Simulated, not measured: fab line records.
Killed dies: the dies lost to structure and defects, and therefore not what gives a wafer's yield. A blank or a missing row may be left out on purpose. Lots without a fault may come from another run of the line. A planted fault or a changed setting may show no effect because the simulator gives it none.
Which of the tools did it? + flow sky130 + Sampling: 10 lots, 30 wafers, 6 of 708 route steps

== WHAT THE GAUGES READ, wafer by wafer ==
SKY_VIA3_RS_MEAS_22: measurement is done with a four-point probe.
| lot  | measured     | on           | VIA3_W_RS (ohm/sq)   |
|------|--------------|--------------|----------------------|
| L354 | day 40 09:38 | filmMetro-02 | 0.295 0.295 0.293    |
| L358 | day 42 03:12 | filmMetro-02 | 58.914 60.698 59.337 |
| L357 | day 42 03:17 | filmMetro-03 | 58.748 58.620 58.113 |
| L359 | day 42 07:59 | filmMetro-02 | 56.947 56.230 58.291 |
| L363 | day 43 09:02 | filmMetro-03 | 0.299 0.298 0.299    |
| L365 | day 44 01:16 | filmMetro-02 | 0.297 0.300 0.283    |
| L366 | day 44 15:25 | filmMetro-01 | 0.285 0.282 0.300    |
| L368 | day 44 18:43 | filmMetro-01 | 0.300 0.285 0.285    |
| L373 | day 46 00:17 | filmMetro-02 | 0.295 0.297 0.294    |
| L374 | day 46 03:33 | filmMetro-01 | 0.296 0.284 0.288    |

SKY_VIA3_THK_MEAS_23: measures by xrf.
| lot  | measured     | on           | VIA3_W_THK (nm) |
|------|--------------|--------------|-----------------|
| L354 | day 40 09:44 | filmMetro-02 | 392 393 395     |
| L358 | day 42 03:19 | filmMetro-02 | - <0 -          |
| L357 | day 42 03:24 | filmMetro-03 | <0 <0 <0        |
| L359 | day 42 08:06 | filmMetro-02 | <0 - -          |
| L363 | day 43 09:09 | filmMetro-03 | 383 384 383     |
| L365 | day 44 01:23 | filmMetro-02 | 396 394 416     |
| L366 | day 44 15:31 | filmMetro-01 | 402 404 384     |
| L368 | day 44 18:49 | filmMetro-01 | 381 398 400     |
| L373 | day 46 00:24 | filmMetro-02 | 391 390 393     |
| L374 | day 46 03:40 | filmMetro-01 | 395 412 407     |

== TOOL THAT RAN EACH LOT (tool first, then ch and the chambers of the sampled wafers, then the start) ==
| lot  | SKY_METAL2_SPUTTER_02       | SKY_CAPM_STRIP_14                   | SKY_METAL3_ETCH_16               | SKY_VIA3_CVD_21              |
|------|-----------------------------|-------------------------------------|----------------------------------|------------------------------|
| L354 | pvdSputter-02, day 34 18:58 | plasmaAsher-01 ch 0,1, day 38 04:10 | rieMetal-01 ch 0,1, day 39 06:32 | cvdW-02 ch 0,1, day 40 09:30 |
| L358 | pvdSputter-02, day 36 14:08 | plasmaAsher-04 ch 0,1, day 39 23:12 | rieMetal-02 ch 0,1, day 41 00:31 | cvdW-02 ch 0,1, day 42 03:04 |
| L357 | pvdSputter-02, day 36 15:00 | plasmaAsher-03 ch 0,1, day 39 23:28 | rieMetal-03 ch 0,1, day 41 00:36 | cvdW-01 ch 0,1, day 42 03:09 |
| L359 | pvdSputter-02, day 36 21:58 | plasmaAsher-04 ch 0,1, day 40 04:17 | rieMetal-01 ch 0,1, day 41 06:03 | cvdW-01 ch 0,1, day 42 07:52 |
| L363 | pvdSputter-04, day 38 02:20 | plasmaAsher-03 ch 0,1, day 41 07:47 | rieMetal-03 ch 0,1, day 42 08:03 | cvdW-02 ch 0,1, day 43 08:55 |
| L365 | pvdSputter-04, day 38 18:16 | plasmaAsher-04 ch 0, day 41 23:29   | rieMetal-02 ch 0,1, day 42 23:09 | cvdW-02 ch 0,1, day 44 01:08 |
| L366 | pvdSputter-04, day 39 11:38 | plasmaAsher-01 ch 0,1, day 42 15:46 | rieMetal-01 ch 0,1, day 43 14:44 | cvdW-02 ch 0,1, day 44 15:18 |
| L368 | pvdSputter-01, day 39 16:40 | plasmaAsher-03 ch 0,1, day 42 19:04 | rieMetal-02 ch 0,1, day 43 17:47 | cvdW-02 ch 0,1, day 44 18:35 |
| L373 | pvdSputter-02, day 41 00:49 | plasmaAsher-03 ch 0,1, day 44 01:37 | rieMetal-03 ch 0,1, day 45 00:42 | cvdW-01 ch 0,1, day 46 00:10 |
| L374 | pvdSputter-04, day 41 02:17 | plasmaAsher-01 ch 0,1, day 44 05:32 | rieMetal-01 ch 0,1, day 45 04:13 | cvdW-02 ch 0,1, day 46 03:26 |
- SKY_METAL2_SPUTTER_02: material AlCu, target thk 250 nm, time 13.3 s.
- SKY_CAPM_STRIP_14: strips in O2/N2.
- SKY_METAL3_ETCH_16: etches BARC in N2/H2, stops on SiO2, time 88.2 s, target depth 60 nm.
- SKY_VIA3_CVD_21: deposits W, target thk 390 nm, time 117.31 s.

== WHAT THE TOOLS THEMSELVES READ (means of the sampled wafers that have a number; where no wafer has one, the mark that the record gives instead) ==
SKY_METAL2_SPUTTER_02.
| lot  | tool          | cathodeDcPowerW (W) | throttleValvePct (%) |
|------|---------------|---------------------|----------------------|
| L354 | pvdSputter-02 | 10600               | 29.9                 |
| L358 | pvdSputter-02 | 10601               | 29.9                 |
| L357 | pvdSputter-02 | 10600               | 29.4                 |
| L359 | pvdSputter-02 | 10602               | 29.5                 |
| L363 | pvdSputter-04 | 10599               | 28.7                 |
| L365 | pvdSputter-04 | 10601               | 30.1                 |
| L366 | pvdSputter-04 | 10600               | 29.9                 |
| L368 | pvdSputter-01 | 10600               | 29.9                 |
| L373 | pvdSputter-02 | 10600               | 29.2                 |
| L374 | pvdSputter-04 | 10601               | 28.8                 |

SKY_CAPM_STRIP_14.
| lot  | tool           | drypumpMotorCurrentA (A) | oesProductAu (a.u.) | stripTimeToEndpointS (s) |
|------|----------------|--------------------------|---------------------|--------------------------|
| L354 | plasmaAsher-01 | 5.4                      | 0.710               | 12.62                    |
| L358 | plasmaAsher-04 | 5.7                      | 0.711               | 12.64                    |
| L357 | plasmaAsher-03 | 5.7                      | 0.711               | 12.65                    |
| L359 | plasmaAsher-04 | 5.7                      | 0.711               | 12.60                    |
| L363 | plasmaAsher-03 | 5.7                      | 0.708               | 12.61                    |
| L365 | plasmaAsher-04 | 5.6                      | 0.708               | 12.62                    |
| L366 | plasmaAsher-01 | 5.3                      | 0.707               | 12.69                    |
| L368 | plasmaAsher-03 | 6.1                      | 0.708               | 12.67                    |
| L373 | plasmaAsher-03 | 5.8                      | 0.709               | 12.57                    |
| L374 | plasmaAsher-01 | 5.4                      | 0.716               | 12.63                    |

SKY_METAL3_ETCH_16.
| lot  | tool        | biasW (W) | drypumpMotorCurrentA (A) | h2FlowSccm (sccm) | oesProductAu (a.u.) | throttleValvePct (%) |
|------|-------------|-----------|--------------------------|-------------------|---------------------|----------------------|
| L354 | rieMetal-01 | 99.94     | 6.1                      | 200.5             | 0.624               | 13.209               |
| L358 | rieMetal-02 | 99.87     | 6.4                      | 199.2             | 0.630               | 13.208               |
| L357 | rieMetal-03 | 99.97     | 6.4                      | 200.3             | 0.624               | 13.202               |
| L359 | rieMetal-01 | 99.72     | 6.0                      | 200.4             | 0.626               | 13.206               |
| L363 | rieMetal-03 | 100.14    | 6.4                      | 200.3             | 0.623               | 13.202               |
| L365 | rieMetal-02 | 99.94     | 6.4                      | 200.6             | 0.628               | 13.207               |
| L366 | rieMetal-01 | 100.10    | 6.1                      | 199.9             | 0.626               | 13.205               |
| L368 | rieMetal-02 | 99.82     | 6.4                      | 199.4             | 0.628               | 13.204               |
| L373 | rieMetal-03 | 100.12    | 6.4                      | 199.6             | 0.624               | 13.204               |
| L374 | rieMetal-01 | 99.85     | 6.1                      | 200.4             | 0.630               | 13.200               |

SKY_VIA3_CVD_21.
| lot  | tool    | chamberPressureTorr (Torr) | heaterPowerOuterW (W) | heaterPowerW (W) |
|------|---------|----------------------------|-----------------------|------------------|
| L354 | cvdW-02 | 40.06                      | 526                   | 900              |
| L358 | cvdW-02 | -                          | -                     | -                |
| L357 | cvdW-01 | -                          | -                     | -                |
| L359 | cvdW-01 | -                          | -                     | -                |
| L363 | cvdW-02 | 39.91                      | 534                   | 899              |
| L365 | cvdW-02 | 40.03                      | 547                   | 890              |
| L366 | cvdW-02 | 40.00                      | 537                   | 896              |
| L368 | cvdW-02 | 40.02                      | 536                   | 906              |
| L373 | cvdW-01 | 40.01                      | 591                   | 936              |
| L374 | cvdW-02 | 40.00                      | 537                   | 909              |

== THE ANSWER, worked out from the rows above alone ==
Rule: the lots themselves supply what counts as usual. Put in order of their means at a reading, lots are off if they are a third of the lots or fewer, leave a main group of 4 or more, and stand apart from it by a gap of 3 or more times the standard deviation of the main group's means; of several such gaps the widest counts. Not used: any main group whose means are identical at the precision the tables above print for the reading. Also off: a lot with no number at a reading for which 4 or more lots have one. The other lots that the step has rows for count as sound. After the gauges, taken in route order, come the tools' own readings; for these a lot's mean is taken, as printed above. The first step at which some lot is off is used, and at that step the reading that is off furthest; a lot without a number counts as furthest.
Off: at SKY_VIA3_RS_MEAS_22 (VIA3_W_RS), L358, L357, L359. The main group: mean 0.293 ohm/sq, standard deviation 0.0033.
If a tool, at a process step before that reading, ran all the lots that are off and no sound lot after the first of them, it fits. Not tried: the gauges at SKY_VIA3_RS_MEAS_22; whatever is off there is also off at SKY_VIA3_CVD_21, on other tools, and gauge error can't account for it. Not one of the candidates tried fits.

== WHAT HAD BEEN PUT IN BY THE SIMULATOR ==
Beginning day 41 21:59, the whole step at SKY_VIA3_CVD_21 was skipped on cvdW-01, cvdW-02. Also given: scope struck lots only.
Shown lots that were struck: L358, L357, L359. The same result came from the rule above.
